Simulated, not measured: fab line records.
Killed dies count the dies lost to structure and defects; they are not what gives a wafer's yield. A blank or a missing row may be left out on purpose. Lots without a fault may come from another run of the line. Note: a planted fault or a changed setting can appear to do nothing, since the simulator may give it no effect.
Lot-split experiment :: flow sky130 :: on a route of 708 steps: 5 lots, 23 wafers read

## ABOUT THE SPLIT
At SKY_LDD_HVP_IMPLANT_08, the setting energy_kev was moved away from the recipe's 20 on 8 of the 23 wafers read, by -2.0% to +5.7%. This setting was run at the recipe's value on the other wafers.

The reading is taken at the split's own step.

## THE READING
In nm, at SKY_LDD_HVP_IMPLANT_08: implant.drp_nm, which is the simulator's own figure and was read by no gauge. No usual value for it is given in the file.

wafer: L074.1
tool, chamber at the split: implanter-04, 0
energy_kev as run: 20
against the recipe: recipe
implant.drp_nm, nm: 28.53
against lot-mates on the recipe: -

wafer: L074.3
tool, chamber at the split: implanter-04, 0
energy_kev as run: 20
against the recipe: recipe
implant.drp_nm, nm: 28.53
against lot-mates on the recipe: -

wafer: L074.6
tool, chamber at the split: implanter-04, 0
energy_kev as run: 20
against the recipe: recipe
implant.drp_nm, nm: 28.53
against lot-mates on the recipe: -

wafer: L074.2
tool, chamber at the split: implanter-04, 0
energy_kev as run: 19.59
against the recipe: -2.0%
implant.drp_nm, nm: 28.12
against lot-mates on the recipe: -0.41

wafer: L074.5
tool, chamber at the split: implanter-04, 0
energy_kev as run: 19.59
against the recipe: -2.0%
implant.drp_nm, nm: 28.12
against lot-mates on the recipe: -0.41

wafer: L079.2
tool, chamber at the split: implanter-03, 0
energy_kev as run: 20
against the recipe: recipe
implant.drp_nm, nm: 28.53
against lot-mates on the recipe: -

wafer: L079.4
tool, chamber at the split: implanter-03, 0
energy_kev as run: 20
against the recipe: recipe
implant.drp_nm, nm: 28.53
against lot-mates on the recipe: -

wafer: L079.5
tool, chamber at the split: implanter-03, 0
energy_kev as run: 20
against the recipe: recipe
implant.drp_nm, nm: 28.53
against lot-mates on the recipe: -

wafer: L082.1
tool, chamber at the split: implanter-04, 0
energy_kev as run: 20
against the recipe: recipe
implant.drp_nm, nm: 28.53
against lot-mates on the recipe: -

wafer: L082.4
tool, chamber at the split: implanter-04, 0
energy_kev as run: 20
against the recipe: recipe
implant.drp_nm, nm: 28.53
against lot-mates on the recipe: -

wafer: L082.2
tool, chamber at the split: implanter-04, 0
energy_kev as run: 20.32
against the recipe: +1.6%
implant.drp_nm, nm: 28.87
against lot-mates on the recipe: +0.34

wafer: L082.3
tool, chamber at the split: implanter-04, 0
energy_kev as run: 20.32
against the recipe: +1.6%
implant.drp_nm, nm: 28.87
against lot-mates on the recipe: +0.34

wafer: L082.6
tool, chamber at the split: implanter-04, 0
energy_kev as run: 20.32
against the recipe: +1.6%
implant.drp_nm, nm: 28.87
against lot-mates on the recipe: +0.34

wafer: L081.1
tool, chamber at the split: implanter-03, 0
energy_kev as run: 21.15
against the recipe: +5.7%
implant.drp_nm, nm: 29.87
against lot-mates on the recipe: +1.34

wafer: L081.2
tool, chamber at the split: implanter-03, 0
energy_kev as run: 21.15
against the recipe: +5.7%
implant.drp_nm, nm: 29.87
against lot-mates on the recipe: +1.34

wafer: L081.3
tool, chamber at the split: implanter-03, 0
energy_kev as run: 21.15
against the recipe: +5.7%
implant.drp_nm, nm: 29.87
against lot-mates on the recipe: +1.34

wafer: L081.4
tool, chamber at the split: implanter-03, 0
energy_kev as run: 20
against the recipe: recipe
implant.drp_nm, nm: 28.53
against lot-mates on the recipe: -

wafer: L081.6
tool, chamber at the split: implanter-03, 0
energy_kev as run: 20
against the recipe: recipe
implant.drp_nm, nm: 28.53
against lot-mates on the recipe: -

wafer: L084.1
tool, chamber at the split: implanter-04, 0
energy_kev as run: 20
against the recipe: recipe
implant.drp_nm, nm: 28.53
against lot-mates on the recipe: -

wafer: L084.2
tool, chamber at the split: implanter-04, 0
energy_kev as run: 20
against the recipe: recipe
implant.drp_nm, nm: 28.53
against lot-mates on the recipe: -

wafer: L084.3
tool, chamber at the split: implanter-04, 0
energy_kev as run: 20
against the recipe: recipe
implant.drp_nm, nm: 28.53
against lot-mates on the recipe: -

wafer: L084.4
tool, chamber at the split: implanter-04, 0
energy_kev as run: 20
against the recipe: recipe
implant.drp_nm, nm: 28.53
against lot-mates on the recipe: -

wafer: L084.6
tool, chamber at the split: implanter-04, 0
energy_kev as run: 20
against the recipe: recipe
implant.drp_nm, nm: 28.53
against lot-mates on the recipe: -

THE FIT
A straight line over all 23 wafers: implant.drp_nm changes by +0.228 nm for each +1% of energy_kev; r = +1.00; the points scatter about the line by 0.022 nm.
The same after taking each lot's own level away (the mean of its wafers on the recipe; 23 wafers): +0.228 nm for each +1%; r = +1.00; scatter 0.022 nm.
The reading moves by 1.3 nm for the largest change in energy_kev, on that fit.
The lots' own levels span 28.530 to 28.530 nm.
The two slopes agree, so the slope changes little with the lot-to-lot level.
Check: with one of the wafers moved furthest among these (+5.7%) left out of the fit, the line predicts +1.31 nm for it against its lot-mates. Against them it came out at +1.34 nm.

## THESE WAFERS: OTHER SPLITS
Before the reading, these wafers also passed through other splits. Each is held against what the fit with the lots' levels taken away leaves over:
other split on the same wafers: SKY_LDD_P_DEVELOP_06 develop_time_s
wafers away from the commonest value: 10
r with implant.drp_nm (lot level and that fit taken away): +0.19

other split on the same wafers: SKY_LDD_HVN_IMPLANT_08 energy_kev
wafers away from the commonest value: 7
r with implant.drp_nm (lot level and that fit taken away): +0.34

## THE WHOLE CHAIN: every reading that the file lists as answering this split, in the file's order
step: SKY_LDD_HVP_IMPLANT_08
what it does: 
reading: implant.rp_nm (the simulator's own value, which no gauge read)
change (the file's fit): +0.628 nm for each +1% of the setting
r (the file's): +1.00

step: SKY_LDD_HVP_IMPLANT_08
what it does: 
reading: implant.drp_nm (the simulator's own value, which no gauge read)
change (the file's fit): +0.227 nm for each +1% of the setting
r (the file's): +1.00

## FILE'S OWN FIT
implant.drp_nm changes by +0.227 nm for each +1% of energy_kev, r = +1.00.
